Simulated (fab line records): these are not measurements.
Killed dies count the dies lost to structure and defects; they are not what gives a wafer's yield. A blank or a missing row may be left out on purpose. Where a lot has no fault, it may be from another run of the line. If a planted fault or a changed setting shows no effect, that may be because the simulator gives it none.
Problem report in the 8D (eight disciplines) form, filled by code -- flow sky130 -- the parts of the form that need people (team, actions taken, sign-off) are left out

## 1. THE ISSUE
Mean CAPM_CVD_00_THK at SKY_CAPM_THK_MEAS_01: 13.89 nm over 12 wafers in 4 lots; fault-free wafers: 15.51 nm, standard deviation 0.27. That is -6.0 standard deviations from the usual mean.
First seen on wafer L164.1, day 41 04:44, on film-metro-03. The record has a number at this step for 33 wafers belonging to 11 lots. Rule for "out" (also "out of limits"): further than 4 standard deviations from the usual mean. All remaining wafers that have a number are taken as sound.

## 2. WHAT IT IS AND WHAT IT IS NOT
question,is,is not
which readings at this step,CAPM_CVD_00_THK,-
which lots,"L164, L165, L167, L169","L153, L158, L160, L163, L166, L173, L174"
which wafers of those lots,all that have a number,-
read on which gauges,"film-metro-01, film-metro-02, film-metro-03",-
when,from day 41 04:44,"up to then (12 sound wafers); but 9 sound wafers of L166, L173, L174 came after"

## 3. THE SUSPECTS, EACH WITH WHAT RULES IT OUT
Counting: a tool stays on the suspect list if, at a process step up to the reading, it processed all lots that are out and no sound lot following the first of them.
- the gauge at SKY_CAPM_THK_MEAS_01: ruled out. The wafers that are out were read on 3 gauges (film-metro-01, film-metro-02, film-metro-03).
- pecvd-04 at SKY_CAPM_CVD_00 (deposits SiO2, target thk 15.5 nm): kept. It ran every lot that is out, first L164 (day 41 04:43), and no sound lot after that; its last sound lot up to then is L160 (day 39 21:41).
Remaining after the count: pecvd-04 at SKY_CAPM_CVD_00.

## 4. THE CAUSE (what the simulator had put in)
Site profile drift: pecvd-04, from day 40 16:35 on, at SKY_CAPM_CVD_00. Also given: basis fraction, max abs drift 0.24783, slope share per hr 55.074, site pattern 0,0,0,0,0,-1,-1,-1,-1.
Only this tool survived the counting.

## 5. THE CHAIN OF EFFECTS, in route order
Rows list readings where the struck wafers' mean (over those with a number) sits beyond 3 standard deviations from the usual. Readings are gone through only where the record gives a usual standard deviation; hours: the median, over the lots, of the time from a lot's start at the first step in this table giving one to that lot's start at this step; sigmas: the change measured in usual standard deviations.
hours,step,reading,usual,on struck wafers,change,sigmas
0,SKY_CAPM_THK_MEAS_01,CAPM_CVD_00_THK,15.51 nm,13.89,-1.62,-6.0
48,SKY_METAL3_ETCH_17,oes-product-au,0.740 a.u.,0.701,-0.039,-4.6
Here are the process steps it includes:
- SKY_METAL3_ETCH_17: etches SiO2 in C4F8/O2/Ar, stops on TiN, time 3.9 s, target depth 15 nm.

## 6. WHAT WOULD HAVE CAUGHT IT SOONER
12 hours passed between the start of the fault at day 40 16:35 and the first reading out of limits at a measuring or inspecting step in this record, taken at day 41 04:44.
Of the tool readings at SKY_CAPM_CVD_00 for which the record gives a usual standard deviation, none was out on any struck wafer, so an alarm limit of 4 standard deviations on them would not have fired.
Among the 4 lots that are out, L165, L167, L169 began SKY_CAPM_CVD_00 on pecvd-04 after day 41 04:44. A hold on the tool at that time would have spared those 3.
